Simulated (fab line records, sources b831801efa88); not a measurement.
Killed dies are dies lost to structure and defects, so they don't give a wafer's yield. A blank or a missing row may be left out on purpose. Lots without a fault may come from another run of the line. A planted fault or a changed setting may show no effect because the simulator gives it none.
Which tool did it? | flow sky130 | 6 lots, 18 wafers sampled, at 1 step of a route of 708

WHAT THE GAUGES READ, wafer by wafer
SKY_GATE_OXIDE_TW_MEAS_14.
lot  | measured     | on            | GATE_OXIDE_TW
L640 | day 13 21:09 | film_metro-03 | 223.8 220.7 224.0
L645 | day 15 11:46 | film_metro-01 | 223.6 222.6 223.2
L651 | day 17 17:59 | film_metro-01 | 221.9 222.8 223.3
L655 | day 19 01:35 | film_metro-01 | 224.1 224.3 222.9
L657 | day 20 03:30 | film_metro-03 | 223.3 223.2 221.8
L658 | day 22 13:10 | film_metro-01 | 224.1 223.4 222.9

WHICH TOOL RAN EACH LOT (tool, then ch and the chambers of the sampled wafers, then the start)
The record holds no process step before these readings.

THE ANSWER, worked out from the rows above alone
Rule: what is usual is taken from the lots themselves. Put in order of their means at a reading, lots are off if they are a third of the lots or fewer, leave a main group of 4 or more, and stand apart from it by a gap of 3 or more times the standard deviation of the main group's means; of several such gaps the widest counts. A main group whose means are all the same, to the digits that the tables above print for the reading, isn't used. A lot without any number at a reading at which 4 lots or more have one is off too. The other lots that the step has rows for count as sound.
No lot is off at any reading shown: from this, nothing can be told.

WHAT THE SIMULATOR HAD PUT IN
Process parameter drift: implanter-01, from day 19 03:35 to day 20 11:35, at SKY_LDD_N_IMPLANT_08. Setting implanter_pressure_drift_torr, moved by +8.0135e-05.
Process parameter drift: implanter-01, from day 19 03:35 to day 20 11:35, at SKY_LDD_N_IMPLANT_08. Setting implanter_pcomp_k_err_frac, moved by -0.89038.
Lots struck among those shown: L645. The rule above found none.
